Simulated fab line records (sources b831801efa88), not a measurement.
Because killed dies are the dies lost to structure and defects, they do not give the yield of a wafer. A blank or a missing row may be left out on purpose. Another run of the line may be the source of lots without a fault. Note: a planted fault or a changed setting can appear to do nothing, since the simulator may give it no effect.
What tool caused it? + flow gf180mcu + Sampling: 10 lots, 30 wafers, 3 of 602 route steps

== WHAT THE GAUGES READ, wafer by wafer ==
GF_V3_RS_MEAS_24: the measuring method here is four-point-probe.
| lot  | measured     | on           | V3_W_RS (ohm/sq)                    |
|------|--------------|--------------|-------------------------------------|
| L139 | day 23 00:27 | filmMetro-02 | 0.325 0.327 0.325                   |
| L136 | day 23 06:37 | filmMetro-01 | 0.325 0.328 0.328                   |
| L142 | day 23 19:10 | filmMetro-04 | 0.325 0.322 0.326                   |
| L145 | day 24 21:33 | filmMetro-01 | 0.329 0.328 0.330                   |
| L148 | day 25 16:26 | filmMetro-02 | 0.325 0.328 0.327                   |
| L149 | day 26 01:43 | filmMetro-01 | 0.326 0.333 0.933 0.326 0.334 0.933 |
| L151 | day 27 02:36 | filmMetro-01 | 0.862 0.324 0.877 0.863 0.323 0.878 |
| L155 | day 28 03:42 | filmMetro-04 | 0.331 0.328 0.331                   |
| L158 | day 29 07:44 | filmMetro-02 | 0.329 0.324 0.326                   |
| L159 | day 29 11:26 | filmMetro-01 | 0.321 0.323 0.328                   |

== TOOL THAT RAN EACH LOT (tool first, then ch and the chambers of the sampled wafers, then the start) ==
| lot  | GF_M3_SPUTTER_03            | GF_V3_CVD_23                 |
|------|-----------------------------|------------------------------|
| L139 | pvdSputter-04, day 21 00:54 | cvdW-01 ch 0,1, day 23 00:20 |
| L136 | pvdSputter-01, day 21 06:53 | cvdW-01 ch 0,1, day 23 06:30 |
| L142 | pvdSputter-03, day 21 19:45 | cvdW-01 ch 0,1, day 23 19:02 |
| L145 | pvdSputter-04, day 22 22:00 | cvdW-02 ch 0,1, day 24 21:26 |
| L148 | pvdSputter-04, day 23 17:09 | cvdW-02 ch 0,1, day 25 16:17 |
| L149 | pvdSputter-04, day 24 03:41 | cvdW-01 ch 0,1, day 26 01:37 |
| L151 | pvdSputter-01, day 25 03:42 | cvdW-01 ch 0,1, day 27 02:28 |
| L155 | pvdSputter-03, day 26 05:00 | cvdW-02 ch 0,1, day 28 03:35 |
| L158 | pvdSputter-03, day 27 09:41 | cvdW-02 ch 0,1, day 29 07:38 |
| L159 | pvdSputter-04, day 27 13:44 | cvdW-01 ch 0,1, day 29 11:19 |
- GF_M3_SPUTTER_03: material Ti, target thk 10 nm, time 6.7 s.
- GF_V3_CVD_23: deposits W, target thk 350 nm, time 104.9 s.

== THE ANSWER, worked out from the rows above alone ==
Rule: the lots themselves supply what counts as usual. The widest of any qualifying gaps counts: lots, ordered by their means at a reading, are off when they make up no more than a third of the lots, leave a main group of 4 or more, and stand apart from it by 3 or more times the standard deviation of that group's means. A main group whose means are all the same, to the digits that the tables above print for the reading, isn't used. A lot without any number at a reading at which 4 lots or more have one is off too. Where the step has rows for the other lots, those lots are counted as sound.
Off: L149, L151, seen at GF_V3_RS_MEAS_24 (V3_W_RS). For the main group the mean is 0.327 ohm/sq and the standard deviation 0.0019.
A tool fits if, at a process step before that reading, it ran every lot that is off, and no sound lot after the first of them. The gauges at GF_V3_RS_MEAS_24 are tried like those tools. None of those tried fits.

== WHAT HAD BEEN PUT IN BY THE SIMULATOR ==
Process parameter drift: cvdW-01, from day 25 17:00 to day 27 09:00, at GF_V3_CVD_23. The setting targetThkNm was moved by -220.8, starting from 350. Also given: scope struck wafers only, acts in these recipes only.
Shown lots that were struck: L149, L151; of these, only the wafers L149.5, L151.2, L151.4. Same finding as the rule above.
